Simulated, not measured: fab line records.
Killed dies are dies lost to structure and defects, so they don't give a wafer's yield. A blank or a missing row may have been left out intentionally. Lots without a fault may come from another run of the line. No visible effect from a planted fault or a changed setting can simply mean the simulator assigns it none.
Matching of chambers :: flow gf180mcu :: GF_V3_ETCH_16 on rie_diel-03 has 4 sister chambers
The step etches BARC in N2/H2. 8 wafers are shown with their chamber, then 10 later ones without.

## WAFERS PAIRED WITH THEIR CHAMBERS
wafer: L076.5
chamber: 2
drypump_motor_current_A (A): 6.4
rf_fwd_power_W (W): 494.8

wafer: L082.2
chamber: 2
drypump_motor_current_A (A): 6.5
rf_fwd_power_W (W): 492.5

wafer: L086.3
chamber: 3
drypump_motor_current_A (A): 5.9
rf_fwd_power_W (W): 494.4

wafer: L086.5
chamber: 3
drypump_motor_current_A (A): 5.9
rf_fwd_power_W (W): 495.0

wafer: L088.3
chamber: 1
drypump_motor_current_A (A): 6.6
rf_fwd_power_W (W): 493.9

wafer: L088.6
chamber: 0
drypump_motor_current_A (A): 5.9
rf_fwd_power_W (W): 494.7

wafer: L090.1
chamber: 1
drypump_motor_current_A (A): 6.6
rf_fwd_power_W (W): 497.8

wafer: L090.2
chamber: 0
drypump_motor_current_A (A): 5.9
rf_fwd_power_W (W): 498.8

## WAFERS WITHOUT THEIR CHAMBER
wafer: L090.3
drypump_motor_current_A (A): 6.4
rf_fwd_power_W (W): 492.6

wafer: L092.3
drypump_motor_current_A (A): 5.9
rf_fwd_power_W (W): 497.7

wafer: L092.4
drypump_motor_current_A (A): 5.9
rf_fwd_power_W (W): 497.5

wafer: L092.6
drypump_motor_current_A (A): 5.9
rf_fwd_power_W (W): 499.2

wafer: L093.1
drypump_motor_current_A (A): 5.9
rf_fwd_power_W (W): 499.1

wafer: L093.4
drypump_motor_current_A (A): 6.6
rf_fwd_power_W (W): 496.2

wafer: L093.5
drypump_motor_current_A (A): 6.6
rf_fwd_power_W (W): 497.6

wafer: L095.3
drypump_motor_current_A (A): 5.9
rf_fwd_power_W (W): 494.3

wafer: L095.5
drypump_motor_current_A (A): 5.9
rf_fwd_power_W (W): 492.8

wafer: L095.6
drypump_motor_current_A (A): 5.9
rf_fwd_power_W (W): 497.9

## EACH ONE'S CHAMBER
wafer: L090.3
from the rows above: 2
in truth: 2

wafer: L092.3
from the rows above: can't be placed: 0 or 3
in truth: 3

wafer: L092.4
from the rows above: can't be placed: 0 or 3
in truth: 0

wafer: L092.6
from the rows above: can't be placed: 0 or 3
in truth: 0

wafer: L093.1
from the rows above: can't be placed: 0 or 3
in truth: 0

wafer: L093.4
from the rows above: 1
in truth: 1

wafer: L093.5
from the rows above: 1
in truth: 1

wafer: L095.3
from the rows above: can't be placed: 3 or 0
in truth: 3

wafer: L095.5
from the rows above: can't be placed: 3 or 0
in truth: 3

wafer: L095.6
from the rows above: can't be placed: 0 or 3
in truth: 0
Correctly placed: 3 of 10. Cannot be placed on the basis of these rows: 7; the candidates contain the true chamber in 7. Wrongly placed: 0.
How it was worked out, from the rows above alone: a wafer's distance from a chamber is the root of the sum, over the readings, of the square of ((its reading less the chamber's mean) divided by the reading's scatter). If the next closest chamber is less than 2 further off than the closest, the wafer can't be placed; otherwise it belongs to the closest. The mean given for a chamber averages the wafers shown for that chamber. The scatter: the root of (the sum of the squares of (reading less its chamber's mean) over the shown wafers, divided by (wafers less chambers)).
